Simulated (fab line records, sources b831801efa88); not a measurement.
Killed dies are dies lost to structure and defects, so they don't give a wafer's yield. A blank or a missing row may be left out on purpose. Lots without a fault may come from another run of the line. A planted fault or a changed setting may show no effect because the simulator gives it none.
A struck lot beside a sound one | flow sky130 | 16 steps out of a route of 708
Sound: wafers L541.1, L541.5, L541.6. Struck: wafer L550.4. (L550.2, L550.3 of the same lot were not struck and are left out.) The cause comes at the end.
At each step with rows: each side's tool, then ch and its chambers, then its first start. Under that, the readings that differ: sound wafers | struck wafers | difference of the means | sigmas: that difference in standard deviations of wafers without a fault.
alike: readings whose means differ by less than 2 such deviations, and words and numbers that are the same on both sides. not compared: withheld readings, readings that some wafer has no value for, bounds like >300 that may hide the same value, and numbers for which the record gives no deviation and whose values overlap.
The two part at a step that has a row with sigmas, a row that says differs or no value, or rows on one side only. Numbers that don't overlap but have no deviation are shown without sigmas and don't part them. A reading that every wafer of one side lacks parts them only if that side has two wafers or more.

SKY_SD_N_OVL_MEAS_08:
  sound on overlay-01, day 28 05:38; struck on overlay-01, day 31 18:14
  alike: SD_N_OVL
then, 2 steps without rows for these wafers: SKY_SD_N_IMPLANT_09; SKY_SD_N_IMPLANT_10.
SKY_SD_N_STRIP_11: strips in O2/N2.
  sound on plasma_asher-01 ch 0,1, day 28 05:58; struck on plasma_asher-03 ch 0, day 31 18:34
  reading               | sound             | struck | difference | sigmas
  oes_product_au (a.u.) | 0.539 0.523 0.528 | 0.520  | -0.010     | -2
  alike: drypump_motor_current_A, strip_time_to_endpoint_s
  not compared: rf_hours_counter_h
SKY_SD_N_TW_MEAS_12:
  sound on film_metro-03, day 28 06:04; struck on film_metro-02, day 31 18:41
  alike: SD_N_TW
then, 1 step without rows for these wafers: SKY_SD_N_CLEAN_13 (cleans in SC1/SC2, time 150 s).
SKY_SD_N_RTA_14: time 2 s.
  sound on rtp_anneal-01 ch 0, day 28 06:11; struck on rtp_anneal-02 ch 0, day 31 18:49
  alike: anneal_temp_c_max, lamp_power_pct, wafer_temp_C_max
SKY_SD_N_RS_MEAS_16: measures by four-point-probe.
  sound on film_metro-04, day 28 06:22; struck on film_metro-02, day 31 19:10
  reading          | sound             | struck | difference | sigmas
  SD_N_RS (ohm/sq) | 68.71 68.52 68.67 | 68.32  | -0.31      | -3
SKY_SD_N_RS_MEAS_17: measures by four-point-probe.
  sound on film_metro-04, day 28 06:29; struck on film_metro-02, day 31 19:17
  reading          | sound             | struck | difference | sigmas
  SD_P_RS (ohm/sq) | 147.5 147.2 147.3 | 146.5  | -0.8       | -2
SKY_SD_N_RS_MEAS_18: measures by four-point-probe.
  sound on film_metro-04, day 28 06:36; struck on film_metro-02, day 31 19:25
  alike: RES_XHIGH_RS
then, 1 step without rows for these wafers: SKY_SALICIDE_CLEAN_00 (cleans in HF-last, time 30 s).
SKY_LI_CONTACT_HDPCVD_00: deposits PSG, target thk 930 nm, time 155 s.
  sound on hdpcvd-01 ch 0,2, day 28 06:44; struck on hdpcvd-01 ch 0, day 31 19:31
  reading                                       | sound             | struck | difference | sigmas
  model.PSG_of_LI_CONTACT_HDPCVD_00.thk_nm (nm) | 932.2 929.9 936.1 | 1205   | +272       |
SKY_LI_CONTACT_THK_MEAS_01:
  sound on film_metro-04, day 28 06:50; struck on film_metro-02, day 31 19:38
  reading                    | sound       | struck | difference | sigmas
  LI_CONTACT_HDPCVD_THK (nm) | 933 930 936 | 1205   | +272       | +28
SKY_LI_CONTACT_CMP_02: polishes PSG.
  sound on cmp-02 ch 0,2,3, day 28 07:00; struck on cmp-02 ch 2, day 31 19:41
  reading                | sound          | struck | difference | sigmas
  time_to_endpoint_s (s) | 34.1 31.6 31.8 | 60.7   | +28.2      | +11
  alike: motor_current_A
SKY_LI_CONTACT_BOW_MEAS_03:
  sound on film_metro-04, day 28 07:12; struck on film_metro-02, day 31 20:04
  alike: LI_CONTACT_BOW
SKY_PAD_OPEN_PROBE_99:
  the record has rows for the sound wafers here (prober-02, day 46 06:44) and none for the struck ones

WHERE THEY PART
First at SKY_SD_N_STRIP_11; last, within this record, at SKY_PAD_OPEN_PROBE_99.

WHY: what the simulator had put in
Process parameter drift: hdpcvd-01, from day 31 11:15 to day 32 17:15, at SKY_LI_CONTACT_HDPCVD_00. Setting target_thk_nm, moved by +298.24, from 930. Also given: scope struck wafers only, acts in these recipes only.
